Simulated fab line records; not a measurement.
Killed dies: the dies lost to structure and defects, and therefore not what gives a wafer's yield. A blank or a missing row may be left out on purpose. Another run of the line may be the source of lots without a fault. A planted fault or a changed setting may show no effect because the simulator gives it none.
fab line records	flow sky130
record lots=5	wafers=15	last-day=50
route steps=708 shown VIA3@593 METAL4@598 CAP2M@603 PAD_OPEN@708
lots with no fault: from the same line, run without faults
start-h: hours from the record's first day to the start of the lot's first wafer shown	wait-h: time in hours since the lot's previous step	" repeats the value in the row above	L1.1+2: a row that stands for several wafers	- no value, or no start given	* or withheld: withheld	< > ~ a bound
route shown NAME@n: names a module that has steps shown in the file, with the first one's number in the route	usual: mean/standard deviation taken from wafers without a fault	same: alike in all rows	chamber/n: place in a boat	sites: each site's reading	_std_site: the values' standard deviation	_edge_site: mean of outer sites minus mean of inner sites	radius-mm: how far each site lies from the wafer's centre	mask NAME#n: copy n	behind: tool/chamber where the wafer was last shaped	hold: why the lot went on hold/how many hours it stayed there/how the hold came to an end	device: the n, p or np transistor that did not switch	end of line: tests of these same wafers at the route's end	a step without rows: its recipe alone	killed: the dies lost at the first sort to structure and to defects; this is not the yield of the wafer	map: shows each die of a wafer: x if killed, . if not, _ if none is there
set.NAME: setting as actually run; set.NAME@STEP: the setting as run at that earlier step	model.NAME: the simulator's own value behind a step, which no gauge read
lots seen at some steps along the route; tables by step, rows by wafer
services: the hour from which a tool's chamber was out of use, counted from the record's first day as start-h (under 0 if before that day), plus the number of hours and why
## steps
# step SKY_VIA3_SPUTTER_20
# recipe material=TiN	target-thk-nm=20	chamber-pressure-pa=5	power-w=4000	time-s=80
# step SKY_VIA3_CVD_21
# recipe material=W	target-thk-nm=390	time-s=117.31	temp-c=400	pressure-torr=40
# step SKY_VIA3_RS_MEAS_22
# recipe thk-meas-gauge=four-point-probe	reads=W_of_VIA3_CVD_21+TiN_of_VIA3_SPUTTER_20
# usual VIA3_W_RS=0.293/0.0063
lot.wafer	tool	chamber	start-h	wait-h	VIA3_W_RS[ohm/sq]
L638.3	film-metro-03	-	981.72	0.1	0.287
L638.4	"	-	"	"	0.296
L638.6	"	-	"	"	0.286
L640.2	film-metro-01	-	986.05	0.1	0.285
L640.5	"	-	"	"	0.284
L640.6	"	-	"	"	0.296
L647.2	film-metro-04	-	1033.85	0.1	0.298
L647.3	"	-	"	"	0.294
L647.4	"	-	"	"	0.287
L652.2	film-metro-04	-	1067.61	0.1	0.298
L652.3	"	-	"	"	0.297
L652.4	"	-	"	"	0.298
L654.3	film-metro-04	-	1086.68	0.1	0.302
L654.5	"	-	"	"	0.302
L654.6	"	-	"	"	0.301
# step SKY_VIA3_THK_MEAS_23
# recipe thk-meas-gauge=xrf	reads=W_of_VIA3_CVD_21
# usual VIA3_W_THK=389/9.6
lot.wafer	tool	chamber	start-h	wait-h	VIA3_W_THK[nm]
L638.3	film-metro-03	-	981.82	0.1	400
L638.4	"	-	"	"	388
L638.6	"	-	"	"	402
L640.2	film-metro-01	-	986.16	0.1	401
L640.5	"	-	"	"	402
L640.6	"	-	"	"	388
L647.2	film-metro-04	-	1033.96	0.1	381
L647.3	"	-	"	"	385
L647.4	"	-	"	"	397
L652.2	film-metro-04	-	1067.72	0.1	381
L652.3	"	-	"	"	383
L652.4	"	-	"	"	381
L654.3	film-metro-04	-	1086.78	0.1	379
L654.5	"	-	"	"	376
L654.6	"	-	"	"	382
# step SKY_VIA3_CMP_24
# recipe stop-on=SiO2	t-overpolish-s=20	down-force-psi=3.5	platen-rpm=60.76	target-thk-nm=0	pad-velocity-m-s=0.94248
# usual head-pressure-psi=3.500/0.0074	motor-current-A=10.3/1.1	overpolish-run-s=19.999/0.0095	time-to-endpoint-s=94/4.5
lot.wafer	tool	chamber	start-h	wait-h	head-pressure-psi	motor-current-A	overpolish-run-s	time-to-endpoint-s
L638.4	cmp-01	0	981.96	0.1	3.482	12.0	20.000	95
L638.3	"	1	"	"	3.497	9.3	20.011	95
L638.6	"	2	"	"	3.496	9.5	20.004	92
L640.2	cmp-01	0	986.21	0.0	3.504	11.5	19.993	101
L640.6	"	0	"	"	3.507	10.9	20.004	96
L640.5	"	1	"	"	3.501	9.7	19.992	97
L647.3	cmp-01	1	1034.01	0.0	3.495	9.6	20.001	93
L647.4	"	2	"	"	3.501	9.3	19.980	95
L647.2	"	3	"	"	3.501	9.1	20.002	91
L652.2	cmp-02	3	1067.79	0.1	3.500	11.0	19.995	97
L652.3	"	0	"	"	3.486	11.0	19.996	97
L652.4	"	1	"	"	3.490	10.6	19.992	98
L654.3	cmp-01	1	1087.10	0.3	3.494	9.1	19.989	93
L654.6	"	0	"	"	3.494	11.2	19.997	92
L654.5	"	1	"	"	3.505	9.4	20.000	92
# step SKY_METAL4_SPUTTER_00
# recipe material=Ti	target-thk-nm=15	power-w=3000	time-s=10	chamber-pressure-pa=0.4
# usual throttle-valve-pct=30.0/0.64
lot.wafer	tool	chamber	start-h	wait-h	throttle-valve-pct
L638.3	pvd-sputter-01	-	982.16	0.1	29.7
L638.4	"	-	"	"	29.7
L638.6	"	-	"	"	30.2
L640.2	pvd-sputter-03	-	986.51	0.2	30.2
L640.5	"	-	"	"	30.0
L640.6	"	-	"	"	30.1
L647.2	pvd-sputter-03	-	1034.31	0.1	28.8
L647.3	"	-	"	"	30.1
L647.4	"	-	"	"	31.3
L652.2	pvd-sputter-04	-	1068.11	0.3	30.4
L652.3	"	-	"	"	29.4
L652.4	"	-	"	"	28.9
L654.3	pvd-sputter-01	-	1087.35	0.2	29.5
L654.5	"	-	"	"	30.0
L654.6	"	-	"	"	29.6
# step SKY_METAL4_SPUTTER_01
# recipe material=TiN	target-thk-nm=20	power-w=6500	time-s=16.7	chamber-pressure-pa=0.4
# step SKY_METAL4_SPUTTER_02
# recipe material=AlCu	target-thk-nm=735	power-w=10600	time-s=39.1	chamber-pressure-pa=0.4
# step SKY_METAL4_SPUTTER_03
# recipe material=Ti	target-thk-nm=5	power-w=3000	time-s=3.3	chamber-pressure-pa=0.4
# usual throttle-valve-pct=30.0/0.65
lot.wafer	tool	chamber	start-h	wait-h	throttle-valve-pct
L638.3	pvd-sputter-01	-	982.24	0.0	29.9
L638.4	"	-	"	"	29.8
L638.6	"	-	"	"	29.8
L640.2	pvd-sputter-03	-	986.60	0.0	30.0
L640.5	"	-	"	"	30.1
L640.6	"	-	"	"	29.9
L647.2	pvd-sputter-03	-	1034.40	0.0	28.6
L647.3	"	-	"	"	29.9
L647.4	"	-	"	"	31.2
L652.2	pvd-sputter-04	-	1068.20	0.0	30.6
L652.3	"	-	"	"	29.5
L652.4	"	-	"	"	28.8
L654.3	pvd-sputter-01	-	1087.44	0.0	29.6
L654.5	"	-	"	"	29.5
L654.6	"	-	"	"	29.5
# step SKY_METAL4_SPUTTER_04
# recipe material=TiN	target-thk-nm=70	power-w=6500	time-s=58.3	chamber-pressure-pa=0.4
# step SKY_CAP2M_CVD_00
# recipe material=SiO2	target-thk-nm=15.5	temp-c=400	time-s=withheld	rf-w=450
# usual heater-power-w=718/110
lot.wafer	tool	chamber	start-h	wait-h	heater-power-w
L638.3	pecvd-04	2	982.31	0.0	704
L638.4	"	2	"	"	710
L638.6	"	1	"	"	820
L640.2	pecvd-02	2	986.67	0.0	881
L640.5	"	2	"	"	845
L640.6	"	1	"	"	737
L647.2	pecvd-04	1	1034.47	0.0	702
L647.3	"	0	"	"	807
L647.4	"	0	"	"	822
L652.2	pecvd-02	2	1068.27	0.0	1063
L652.3	"	0	"	"	494
L652.4	"	0	"	"	517
L654.3	pecvd-04	1	1087.51	0.0	725
L654.5	"	0	"	"	871
L654.6	"	1	"	"	707
# step SKY_CAP2M_THK_MEAS_01
# recipe reads=SiO2_of_CAP2M_CVD_00
# usual CAP2M_CVD_00_THK=15.51/0.24
lot.wafer	tool	chamber	start-h	wait-h	CAP2M_CVD_00_THK[nm]
L638.3	film-metro-02	-	982.35	-	15.56
L638.4	"	-	"	"	15.66
L638.6	"	-	"	"	15.68
L640.2	film-metro-04	-	986.70	-	15.17
L640.5	"	-	"	"	15.39
L640.6	"	-	"	"	15.26
L647.2	film-metro-03	-	1034.50	-	15.37
L647.3	"	-	"	"	15.14
L647.4	"	-	"	"	15.45
L652.2	film-metro-02	-	1068.30	-	15.45
L652.3	"	-	"	"	15.48
L652.4	"	-	"	"	15.84
L654.3	film-metro-02	-	1087.55	-	15.60
L654.5	"	-	"	"	15.62
L654.6	"	-	"	"	15.93
# step SKY_CAP2M_SPUTTER_02
# recipe material=TiN	target-thk-nm=200	temp-c=300	power-w=6500	time-s=166.7	chamber-pressure-pa=0.4
# usual throttle-valve-pct=29.9/1.1
lot.wafer	tool	chamber	start-h	wait-h	throttle-valve-pct	model.TiN_of_CAP2M_SPUTTER_02.thk-nm
L638.3	pvd-sputter-03	-	982.39	0.0	30.3	197.5
L638.4	"	-	"	"	31.5	199.6
L638.6	"	-	"	"	29.9	198.5
L640.2	pvd-sputter-01	-	986.75	0.0	30.5	200.6
L640.5	"	-	"	"	29.6	199.6
L640.6	"	-	"	"	29.5	199.5
L647.2	pvd-sputter-01	-	1034.55	0.0	29.9	263.6
L647.3	"	-	"	"	30.4	202.5
L647.4	"	-	"	"	29.9	200.8
L652.2	pvd-sputter-03	-	1068.35	0.0	28.5	200.7
L652.3	"	-	"	"	30.0	204.7
L652.4	"	-	"	"	29.9	203.5
L654.3	pvd-sputter-02	-	1087.59	0.0	31.3	200
L654.5	"	-	"	"	29.0	201.7
L654.6	"	-	"	"	31.5	200.3
# step SKY_CAP2M_RS_MEAS_03
# recipe thk-meas-gauge=four-point-probe	reads=TiN_of_CAP2M_SPUTTER_02
# usual CAP2M_TIN_RS=6.85/0.081
lot.wafer	tool	chamber	start-h	wait-h	CAP2M_TIN_RS[ohm/sq]
L638.3	film-metro-04	-	982.54	0.1	6.99
L638.4	"	-	"	"	6.91
L638.6	"	-	"	"	6.97
L640.2	film-metro-02	-	986.88	0.1	6.89
L640.5	"	-	"	"	6.90
L640.6	"	-	"	"	6.92
L647.2	film-metro-02	-	1034.68	0.1	5.21
L647.3	"	-	"	"	6.83
L647.4	"	-	"	"	6.90
L652.2	film-metro-03	-	1068.48	0.1	6.91
L652.3	"	-	"	"	6.78
L652.4	"	-	"	"	6.81
L654.3	film-metro-03	-	1087.74	0.1	6.93
L654.5	"	-	"	"	6.87
L654.6	"	-	"	"	6.91
# step SKY_CAP2M_THK_MEAS_04
# recipe thk-meas-gauge=xrf	reads=TiN_of_CAP2M_SPUTTER_02
# usual CAP2M_TIN_THK=199.1/2.3
lot.wafer	tool	chamber	start-h	wait-h	CAP2M_TIN_THK[nm]
L638.3	film-metro-04	-	982.64	0.1	193.9
L638.4	"	-	"	"	196.6
L638.6	"	-	"	"	196.1
L640.2	film-metro-02	-	986.99	0.1	197.7
L640.5	"	-	"	"	196.0
L640.6	"	-	"	"	197.0
L647.2	film-metro-02	-	1034.79	0.1	261.1
L647.3	"	-	"	"	200.2
L647.4	"	-	"	"	198.6
L652.2	film-metro-03	-	1068.59	0.1	198.3
L652.3	"	-	"	"	201.5
L652.4	"	-	"	"	199.9
L654.3	film-metro-03	-	1087.84	0.1	197.8
L654.5	"	-	"	"	198.7
L654.6	"	-	"	"	197.1
# step SKY_CAP2M_DEHYDRATE_05
# recipe temp-c=200	time-s=60
# step SKY_CAP2M_HMDS_06
# recipe prime-time-s=60	prime-temp-c=120
# step SKY_CAP2M_COAT_07
# recipe resist=NOVOLAK	spin-rpm=3000	resist-thk-nm=1140
# step SKY_CAP2M_SOFTBAKE_08
# recipe temp-c=90	time-s=60	resist=NOVOLAK
# step SKY_CAP2M_EXPOSE_09
# recipe mask-id=CAP2M	na=0.6	source-shape=conventional	sigma-outer=0.6	polarization=unpolarized	target-cd-nm=1000	dose-mj=159
# step SKY_CAP2M_PEB_10
# recipe temp-c=withheld	time-s=*	resist=NOVOLAK
# step SKY_CAP2M_DEVELOP_11
# recipe resist=NOVOLAK	developer=TMAH	develop-time-s=60	dev-temp-c=23
# step SKY_CAP2M_OVL_MEAS_12
# usual CAP2M_OVL=0.0/1.4
lot.wafer	tool	chamber	start-h	wait-h	CAP2M_OVL[nm]
L638.3	overlay-01	-	1006.41	0.1	-0.7
L638.4	"	-	"	"	-0.9
L638.6	"	-	"	"	-0.4
L640.2	overlay-01	-	1010.67	0.1	-0.6
L640.5	"	-	"	"	-0.2
L640.6	"	-	"	"	-0.7
L647.2	overlay-01	-	1057.15	0.1	-1.0
L647.3	"	-	"	"	-1.4
L647.4	"	-	"	"	-1.9
L652.2	overlay-01	-	1089.11	0.1	0.3
L652.3	"	-	"	"	-0.9
L652.4	"	-	"	"	-2.0
L654.3	overlay-01	-	1107.77	0.1	-2.3
L654.5	"	-	"	"	-1.7
L654.6	"	-	"	"	-2.2
# step SKY_CAP2M_METAL_ETCH_13
# recipe target-depth-nm=220	stop-on=SiO2	chemistry=Cl2/BCl3	target=TiN	pressure-mtorr=10.27	icp-w=900	bias-w=48.5	Cl2_flow_sccm=60	bcl3-flow-sccm=30	time-s=62.9
# usual drypump-motor-current-A=5.7/0.52	oes-product-au=0.946/0.0079	throttle-valve-pct=21.588/0.01
lot.wafer	tool	chamber	start-h	wait-h	drypump-motor-current-A	oes-product-au	rf-hours-counter-h	throttle-valve-pct
L638.3	rie-metal-04	0	1006.46	0.0	6.1	0.943	-	21.594
L638.4	"	1	"	"	6.3	0.935	-	21.599
L638.6	"	0	"	"	6.0	0.934	-	21.592
L640.2	rie-metal-04	0	1010.70	0.0	6.1	0.945	4	21.576
L640.5	"	1	"	"	6.3	0.932	-	21.595
L640.6	"	0	"	"	6.1	0.940	-	21.592
L647.2	rie-metal-03	0	1057.18	0.0	4.9	1.030	12	21.532
L647.3	"	0	"	"	4.9	0.945	-	21.591
L647.4	"	1	"	"	5.9	0.944	-	21.589
L652.2	rie-metal-02	0	1089.14	0.0	5.0	0.945	10	21.588
L652.3	"	0	"	"	5.0	0.952	-	21.580
L652.4	"	1	"	"	5.8	0.953	-	21.580
L654.3	rie-metal-02	0	1107.82	0.0	5.0	0.944	-	21.581
L654.5	"	1	"	"	5.8	0.943	-	21.577
L654.6	"	0	"	"	5.0	0.940	-	21.576
# step SKY_CAP2M_STRIP_14
# recipe chemistry=O2/N2	power-w=1400	pressure-mtorr=1500	platen-temp-c=withheld	o2-flow-sccm=3000	n2-flow-sccm=300	overash-fraction=0.5
# usual drypump-motor-current-A=6.0/0.43	o2-flow-sccm=3003/9.2	oes-product-au=0.711/0.0045	strip-time-to-endpoint-s=12.65/0.04
lot.wafer	tool	chamber	start-h	wait-h	drypump-motor-current-A	o2-flow-sccm	oes-product-au	rf-hours-counter-h	strip-time-to-endpoint-s
L638.3	plasma-asher-02	0	1006.54	0.1	6.4	2994	0.716	-	12.65
L638.4	"	1	"	"	5.2	2999	0.708	-	12.65
L638.6	"	0	"	"	6.3	3000	0.718	-	12.62
L640.2	plasma-asher-03	1	1010.77	0.1	6.5	3009	0.705	27	12.63
L640.5	"	1	"	"	6.5	3009	0.715	-	12.68
L640.6	"	0	"	"	5.8	3019	0.710	-	12.63
L647.2	plasma-asher-03	1	1057.26	0.1	6.5	2988	0.710	31	12.58
L647.3	"	0	"	"	5.8	3009	0.716	-	12.60
L647.4	"	1	"	"	6.5	3008	0.702	-	12.59
L652.2	plasma-asher-02	0	1089.22	0.1	6.4	3013	0.722	94	12.63
L652.3	"	0	"	"	6.3	3017	0.712	-	12.59
L652.4	"	1	"	"	5.2	3017	0.708	-	12.62
L654.3	plasma-asher-03	0	1107.90	0.1	5.8	2990	0.713	-	12.59
L654.5	"	0	"	"	5.8	3017	0.716	-	12.65
L654.6	"	1	"	"	6.5	3009	0.711	-	12.58
# step SKY_CAP2M_STRIP_15
# recipe chemistry=post-etch-residue-remover	time-s=1200	temp-c=72.5
# step SKY_CAP2M_CLEAN_16
# recipe chemistry=IPA	time-s=180	temp-c=25
# step SKY_CAP2M_CLEAN_17
# recipe chemistry=O3/DIW	dry=n2-spin
# step SKY_METAL4_DEHYDRATE_05
# recipe temp-c=200	time-s=60
# step SKY_METAL4_HMDS_06
# recipe prime-time-s=60	prime-temp-c=120
# step SKY_METAL4_COAT_07
# recipe resist=BARC	temp-c=withheld	time-s=withheld	spin-rpm=3000	resist-thk-nm=60
# step SKY_METAL4_COAT_08
# recipe resist=KrF-thick	spin-rpm=3000	resist-thk-nm=1140
# step SKY_METAL4_SOFTBAKE_09
# recipe temp-c=100	time-s=90	resist=KrF-thick
# step SKY_METAL4_EXPOSE_10
# recipe mask-id=MM4	na=0.68	source-shape=annular	sigma-inner=0.4	sigma-outer=0.8	target-cd-nm=300	dose-mj=28
# step SKY_METAL4_PEB_11
# recipe peb-temp-c=withheld	peb-time-s=withheld	resist=KrF-thick
# step SKY_METAL4_DEVELOP_12
# recipe develop-time-s=60	resist=KrF-thick	dev-temp-c=21
# step SKY_METAL4_CD_MEAS_13
# recipe target-cd-nm=300
# usual cd-nm=299.8/1.5
lot.wafer	tool	chamber	start-h	wait-h	cd-nm
L638.3	cd-sem-01	-	1030.15	-	300.4
L638.4	"	-	"	"	300.1
L638.6	"	-	"	"	299.0
L640.2	cd-sem-01	-	1034.42	-	300.8
L640.5	"	-	"	"	301.1
L640.6	"	-	"	"	300.0
L647.2	cd-sem-01	-	1079.22	-	299.4
L647.3	"	-	"	"	300.2
L647.4	"	-	"	"	300.7
L652.2	cd-sem-02	-	1111.32	-	297.4
L652.3	"	-	"	"	298.5
L652.4	"	-	"	"	298.1
L654.3	cd-sem-02	-	1128.89	-	299.7
L654.5	"	-	"	"	300.0
L654.6	"	-	"	"	300.6
# step SKY_METAL4_OVL_MEAS_14
# usual METAL4_OVL=1/5.4
lot.wafer	tool	chamber	start-h	wait-h	METAL4_OVL[nm]
L638.3	overlay-02	-	1030.24	0.1	2
L638.4	"	-	"	"	7
L638.6	"	-	"	"	3
L640.2	overlay-01	-	1034.53	0.1	-7
L640.5	"	-	"	"	-9
L640.6	"	-	"	"	-7
L647.2	overlay-02	-	1079.33	0.1	-2
L647.3	"	-	"	"	0
L647.4	"	-	"	"	2
L652.2	overlay-01	-	1111.43	0.1	-3
L652.3	"	-	"	"	-3
L652.4	"	-	"	"	-1
L654.3	overlay-02	-	1128.99	0.1	-9
L654.5	"	-	"	"	-1
L654.6	"	-	"	"	-7
# step SKY_METAL4_DESCUM_15
# recipe chemistry=O2	source-power-w=150	bias-power-w=0	pressure-mtorr=10	temp-c=40	time-s=8
# step SKY_METAL4_ETCH_16
# recipe chemistry=N2/H2	target=BARC	ion-energy-ev=200	bias-w=100	pressure-mtorr=30	n2-flow-sccm=100	h2-flow-sccm=200	icp-w=500	stop-on=SiO2	time-s=88.2	target-depth-a=600
# step SKY_METAL4_ETCH_17
# recipe target=SiO2	stop-on=TiN	chemistry=C4F8/O2/Ar	source-w=1500	bias-w=1200	pressure-mtorr=40	c4f8-flow-sccm=withheld	O2_flow_sccm=6	Ar_flow_sccm=300	time-s=3.9	target-depth-a=150
# step SKY_METAL4_METAL_ETCH_18
# recipe target-depth-a=8450	stop-on=SiO2	over-etch-frac=0.3	time-s=183.1	chemistry=Cl2/BCl3	resist-sidewall-deg=88	pressure-mtorr=10	icp-w=867.7	bias-w=48.5	Cl2_flow_sccm=60	bcl3-flow-sccm=30
# step SKY_METAL4_STRIP_20
# recipe chemistry=post-etch-residue-remover	time-s=1200	temp-c=72.5
lot.wafer	tool	chamber	start-h	wait-h	model.TiN_of_CAP2M_SPUTTER_02.thk-nm
L638.3	wet-bench-04	3	1030.69	0.0	196.7
L638.4	"	3	"	"	198.7
L638.6	"	3	"	"	197.7
L640.2	wet-bench-04	0	1034.99	0.1	199.7
L640.5+6	"	0	"	"	198.7
L647.2	wet-bench-04	1	1079.79	0.1	262.8
L647.3	"	1	"	"	201.7
L647.4	"	1	"	"	199.9
L652.2	wet-bench-03	2	1111.89	0.1	199.9
L652.3	"	2	"	"	203.8
L652.4	"	2	"	"	202.6
L654.3	wet-bench-03	0	1129.44	0.0	199.2
L654.5	"	0	"	"	200.9
L654.6	"	0	"	"	199.5
# step SKY_PAD_OPEN_PROBE_99
# usual defect-limited-yield=82.5/1.6	killed_at_M0_to_M3=43/6.6	killed_at_M4_up=3.4/1.8	killed-at-contacts=24/5.7	killed-at-front-end=15/4.2	killed-at-other=0.3/0.58	killed-dies=86/8	killed-open=46/7.2	killed-short=39/5.8
# same gross-dies=492	killed-at-back-side=0
lot.wafer	tool	chamber	start-h	wait-h	defect-limited-yield[%]	killed_at_M0_to_M3	killed_at_M4_up	killed-at-contacts	killed-at-front-end	killed-at-other	killed-dies	killed-open	killed-short	model.etest.tester.sort-n-pass	model.etest.met4.line-ohm-um	model.etest.via4-chain.rc-ohm	model.etest.tester.sort-yield-pct	model.etest.tester.sort_bin_4_pct	model.etest.met4.rs-ohm-sq	model.etest.tester.sort_bin_3_pct	model.etest.met4.rs-ohm-sq-rim-less-centre
L638.3	prober-01	-	1121.81	0.2	83.9	40	2	20	17	0	79	40	39	413	0.139	0.7716	83.94	0	0.04246	0.813	0.0007711
L638.4	prober-01	-	1121.86	0.2	80.1	49	1	34	14	0	98	43	55	394	0.1385	0.823	80.08	0	0.04203	2.033	-0.00111
L638.6	prober-01	-	1121.96	0.2	81.3	40	5	27	20	0	92	50	42	400	0.1417	0.7992	81.3	0	0.04325	0.813	8.148e-05
L640.2	prober-02	-	1124.93	0.1	82.1	44	1	30	13	0	88	51	37	404	0.1408	0.814	82.11	0	0.04222	0.6098	0.0002936
L640.5	prober-02	-	1125.08	0.2	83.3	56	1	17	8	0	82	45	37	410	0.139	0.7705	83.33	0	0.04209	0.6098	6.788e-06
L640.6	prober-02	-	1125.13	0.2	82.1	44	5	24	15	0	88	49	39	404	0.1386	0.7979	82.11	0	0.04265	1.626	0.0001269
L647.2	prober-02	-	1164.48	0.1	83.3	42	4	23	12	1	82	53	29	0	111.2	89.4	0	78.99	34.26	5.766	-2.716
L647.3	prober-02	-	1164.53	0.2	81.1	38	4	33	18	0	93	54	39	399	0.1395	0.8118	81.1	0	0.04287	0.813	-6.381e-05
L647.4	prober-02	-	1164.58	0.2	81.9	42	6	28	13	0	89	54	35	403	0.1384	0.8068	81.91	0	0.04246	0.2033	-0.000667
L652.2	prober-01	-	1192.08	0.1	78.9	54	5	24	21	0	104	51	53	388	0.1467	0.7845	78.86	0	0.0437	0.813	0.000126
L652.3	prober-01	-	1192.13	0.2	82.9	49	4	17	14	0	84	45	38	408	0.1485	0.8209	82.93	0	0.04394	1.22	0.0002484
L652.4	prober-01	-	1192.18	0.2	82.3	44	4	24	15	0	87	54	33	405	0.1424	0.8126	82.32	0	0.04283	1.423	-5.152e-05
L654.3	prober-02	-	1204.13	0.2	82.5	39	5	26	16	0	86	52	33	406	0.1397	0.7902	82.52	0	0.04217	1.016	3.925e-06
L654.5	prober-02	-	1204.23	0.2	81.5	46	2	14	29	0	91	51	40	401	0.1437	0.7684	81.5	0	0.04297	1.016	3.566e-05
L654.6	prober-02	-	1204.28	0.2	83.9	44	1	24	10	0	79	55	24	413	0.1389	0.8165	83.94	0	0.04247	0.813	-2.954e-05
# killed by level:class
L638.3 VIA1:geometric-particle:open=9 VIA3:geometric-particle:open=7 CONTACT:geometric-particle:short=6 CONTACT:geometric-particle:open=6 LOCAL_INTERCONNECT:geometric-particle:short=5 VIA2:geometric-particle:open=5 FIELD_ISO:geometric-particle:open=4 METAL1:geometric-particle:short=4
L638.4 CONTACT:geometric-particle:short=10 VIA1:geometric-particle:short=9 CONTACT:geometric-particle:open=7 VIA1:geometric-particle:open=7 METAL2:geometric-particle:short=7 VIA3:geometric-particle:short=6 LI_CONTACT:geometric-particle:open=6 VIA2:geometric-particle:short=5
L638.6 CONTACT:geometric-particle:open=12 VIA1:geometric-particle:open=10 VIA3:geometric-particle:open=8 FIELD_ISO:geometric-particle:short=5 POLY_GATE:geometric-particle:short=5 VIA1:geometric-particle:short=5 LI_CONTACT:geometric-particle:short=4 LOCAL_INTERCONNECT:geometric-particle:short=4
L640.2 VIA1:geometric-particle:open=12 CONTACT:geometric-particle:short=9 CONTACT:geometric-particle:open=9 VIA2:geometric-particle:open=8 LI_CONTACT:geometric-particle:open=7 VIA1:geometric-particle:short=5 METAL2:geometric-particle:short=5 FIELD_ISO:geometric-particle:open=3
L640.5 VIA2:geometric-particle:open=11 VIA1:geometric-particle:open=10 VIA3:geometric-particle:open=10 FIELD_ISO:geometric-particle:short=6 VIA3:geometric-particle:short=5 CONTACT:geometric-particle:open=5 METAL2:geometric-particle:short=5 LOCAL_INTERCONNECT:geometric-particle:short=4
L640.6 VIA1:geometric-particle:open=10 METAL2:geometric-particle:short=9 LI_CONTACT:geometric-particle:open=8 VIA2:geometric-particle:open=8 CONTACT:geometric-particle:open=6 METAL1:geometric-particle:short=6 VIA1:geometric-particle:short=5 FIELD_ISO:geometric-particle:short=4
L647.2 CONTACT:geometric-particle:open=17 VIA1:geometric-particle:open=12 VIA1:geometric-particle:short=7 VIA2:geometric-particle:open=5 VIA3:geometric-particle:open=5 POLY_GATE:geometric-particle:short=4 FIELD_ISO:geometric-particle:short=3 POLY_GATE:geometric-particle:open=3
L647.3 CONTACT:geometric-particle:open=14 LOCAL_INTERCONNECT:geometric-particle:short=11 VIA2:geometric-particle:open=10 VIA1:geometric-particle:open=9 FIELD_ISO:geometric-particle:short=6 FIELD_ISO:geometric-particle:open=5 VIA3:geometric-particle:open=5 LI_CONTACT:geometric-particle:open=4
L647.4 VIA1:geometric-particle:open=16 CONTACT:geometric-particle:open=9 VIA2:geometric-particle:open=8 LI_CONTACT:geometric-particle:open=7 CONTACT:geometric-particle:short=6 METAL4:geometric-particle:short=5 FIELD_ISO:geometric-particle:short=4 FIELD_ISO:geometric-particle:open=4
L652.2 VIA1:geometric-particle:open=14 CONTACT:geometric-particle:short=8 VIA1:geometric-particle:short=8 FIELD_ISO:geometric-particle:open=7 VIA3:geometric-particle:open=7 FIELD_ISO:geometric-particle:short=6 VIA2:geometric-particle:open=6 LOCAL_INTERCONNECT:geometric-particle:short=6
L652.3 CONTACT:geometric-particle:open=8 VIA1:geometric-particle:open=8 METAL2:geometric-particle:short=8 VIA2:geometric-particle:open=8 VIA1:geometric-particle:short=6 VIA3:geometric-particle:open=6 FIELD_ISO:geometric-particle:open=4 VIA3:geometric-particle:short=4
L652.4 VIA1:geometric-particle:open=17 VIA2:geometric-particle:open=8 LI_CONTACT:geometric-particle:open=7 POLY_GATE:geometric-particle:open=6 CONTACT:geometric-particle:open=6 FIELD_ISO:geometric-particle:short=4 METAL3:geometric-particle:short=4 METAL4:geometric-particle:short=4
L654.3 VIA1:geometric-particle:open=11 CONTACT:geometric-particle:open=10 LI_CONTACT:geometric-particle:open=9 CONTACT:geometric-particle:short=5 POLY_GATE:geometric-particle:short=4 SPACER:geometric-particle:open=4 METAL1:geometric-particle:open=4 VIA2:geometric-particle:open=4
L654.5 VIA1:geometric-particle:open=10 POLY_GATE:geometric-particle:short=9 POLY_GATE:geometric-particle:open=9 FIELD_ISO:geometric-particle:open=7 LI_CONTACT:geometric-particle:open=6 VIA1:geometric-particle:short=6 VIA3:geometric-particle:open=5 VIA2:geometric-particle:open=5
L654.6 CONTACT:geometric-particle:open=10 VIA1:geometric-particle:open=10 VIA2:geometric-particle:open=9 LI_CONTACT:geometric-particle:open=7 METAL1:geometric-particle:short=5 VIA3:geometric-particle:open=5 FIELD_ISO:geometric-particle:open=4 POLY_GATE:geometric-particle:open=3
## services
tool	chamber	start-h	hours	kind
pvd-sputter-04	-	960.25	0.5	repair
cmp-01	-	961.96	13.2	repair
pecvd-04	0	962.21	5.2	repair
cmp-02	-	967.70	1.1	repair
cmp-01	-	972.55	0.5	repair
cmp-02	-	973.28	2.8	repair
pvd-sputter-02	-	997.58	3.0	repair
pvd-sputter-03	-	1000.23	11.2	repair
pvd-sputter-04	-	1010.21	1.1	repair
pvd-sputter-03	-	1010.42	7.7	repair
cmp-02	-	1016.92	2.9	pm
pvd-sputter-03	-	1017.47	2.0	repair
pvd-sputter-04	-	1039.13	1.6	repair
cmp-01	-	1052.02	17.4	pm
pecvd-04	-	1057.74	1.2	repair
pvd-sputter-02	-	1062.33	14.3	repair
cmp-02	-	1068.25	1.6	repair
rie-metal-02	-	1073.95	14.6	pm
pvd-sputter-02	-	1078.97	2.5	repair
cmp-02	-	1084.14	4.0	pm
cmp-01	-	1088.25	4.5	pm
rie-metal-03	0	1093.02	21.8	repair
rie-metal-04	1	1094.80	22.5	repair
pecvd-04	-	1114.09	4.2	repair
## key
first-sign step=SKY_CAP2M_RS_MEAS_03	reading=CAP2M_TIN_RS	direction=down	sigmas=20	usual=6.85	struck=5.21
effect step=SKY_CAP2M_THK_MEAS_04	reading=CAP2M_TIN_THK	direction=up	sigmas=26	usual=199.1	struck=261.1
effect step=SKY_CAP2M_METAL_ETCH_13	reading=oes-product-au	direction=up	sigmas=11	usual=0.946	struck=1.030
model-effect step=SKY_CAP2M_SPUTTER_02	value=TiN_of_CAP2M_SPUTTER_02.thk-nm	without=201.8	struck=263.6
model-effect step=SKY_METAL4_STRIP_20	value=TiN_of_CAP2M_SPUTTER_02.thk-nm	without=201	struck=262.8
model-effect step=SKY_PAD_OPEN_PROBE_99	value=etest.tester.sort-n-pass	without=410	struck=0
met-at SKY_CAP2M_SPUTTER_02
struck-wafers L647.2
onset-between 986.75 1034.55
fault kind=process-parameter-drift	tool=pvd-sputter-01	chamber=-	onset-h=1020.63	steps=SKY_CAP2M_SPUTTER_02	channel=target-thk-nm	offset=61.832	shape=step	end-h=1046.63	scope=struck-wafers-only	acts-in=these-recipes-only	stated=200
